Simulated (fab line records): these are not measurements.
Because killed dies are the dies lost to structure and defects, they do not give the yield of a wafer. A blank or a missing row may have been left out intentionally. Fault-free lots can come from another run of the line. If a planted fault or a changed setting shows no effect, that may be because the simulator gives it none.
Problem report in the 8D (eight disciplines) form, filled by code || flow gf180mcu || the parts of the form that need people (team, actions taken, sign-off) are left out

== 1. THE ISSUE ==
run length s at GF_TOP_METAL_METAL_ETCH_16 reads a mean of 237.4 s on 3 wafers of 2 lots; wafers without a fault read 228.0 s with a standard deviation of 0.48. That puts it +20 standard deviations away from the usual mean.
The step: etches the open film in Cl2/BCl3, stops on SiO2, target depth 1197 nm, time 199.5 s.
First observed at day 32 14:38: wafer L311.5, on rie metal-03. The record has a number at this step for 33 wafers belonging to 11 lots. The rule behind "out" and "out of limits": a value lying over 4 standard deviations away from the usual mean. Any other wafer with a number is counted as sound.

== 2. WHAT IT IS; WHAT IT IS NOT ==
{"question": "which readings at this step", "is": "run length s", "is not": "drypump motor current A, rf fwd power W"}
{"question": "which lots", "is": "L311, L312", "is not": "L296, L297, L299, L301, L304, L315, L316, L317, L318"}
{"question": "which wafers of those lots", "is": "L311.5, L311.6, L312.5", "is not": "L311.2, L312.1, L312.2"}
{"question": "read on which tools", "is": "rie metal-03", "is not": "rie metal-02, rie metal-04"}
{"question": "when", "is": "from day 32 14:38", "is not": "up to then (16 sound wafers); but 14 sound wafers of L312, L315, L316, L317, L318 came after"}

== 3. WHAT RULES OUT EACH SUSPECT ==
Counting: a tool at a process step up to the reading stays a suspect if it ran every lot that is out. Sound lots after the first of them don't rule it out here, since some wafers of a struck lot are sound.
- pvd sputter-02 at GF_V5_SPUTTER_21 (material Ti, target thk 15 nm, time 80.02 s): kept. It ran every lot that is out, first L311 (day 31 21:29); its last sound lot up to then is L304 (day 30 01:23).
- rie metal-03 at GF_TOP_METAL_METAL_ETCH_16 (etches the open film in Cl2/BCl3, stops on SiO2, target depth 1197 nm, time 199.5 s): kept. It ran every lot that is out, first L311 (day 32 14:38); its last sound lot up to then is L297 (day 29 01:49). On those wafers its own readings are out: run length s.
After counting, pvd sputter-02 at GF_V5_SPUTTER_21 and rie metal-03 at GF_TOP_METAL_METAL_ETCH_16 remain.

== 4. THE CAUSE (what the simulator had put in) ==
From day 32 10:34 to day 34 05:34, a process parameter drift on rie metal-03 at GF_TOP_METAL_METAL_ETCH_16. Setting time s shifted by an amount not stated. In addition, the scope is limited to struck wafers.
This tool is one of the 2 suspects left after counting.

== 5. THE EFFECT CHAIN, in route order ==
Rows list readings where the struck wafers' mean (over those with a number) sits beyond 3 standard deviations from the usual. Only readings whose record carries a usual standard deviation are examined. hours: median over the lots of the time between each lot's start at the first step of this table that gives one and its start at this step. sigmas: the change, counted in usual standard deviations.
{"hours": 0, "step": "GF_TOP_METAL_METAL_ETCH_16", "reading": "oes product au", "usual": "0.993 a.u.", "on struck wafers": 0.970, "change": -0.023, "sigmas": -3.5}
{"hours": 0, "step": "GF_TOP_METAL_METAL_ETCH_16", "reading": "run length s", "usual": "228.0 s", "on struck wafers": 237.4, "change": "+9.4", "sigmas": "+20"}
It contains these process steps:
- GF_TOP_METAL_METAL_ETCH_16: etches the open film in Cl2/BCl3, stops on SiO2, target depth 1197 nm, time 199.5 s.

== 6. HOW IT WOULD HAVE BEEN CAUGHT EARLIER ==
In this record the first reading out of limits was taken at day 32 14:38, 4 hours after the fault began at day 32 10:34.
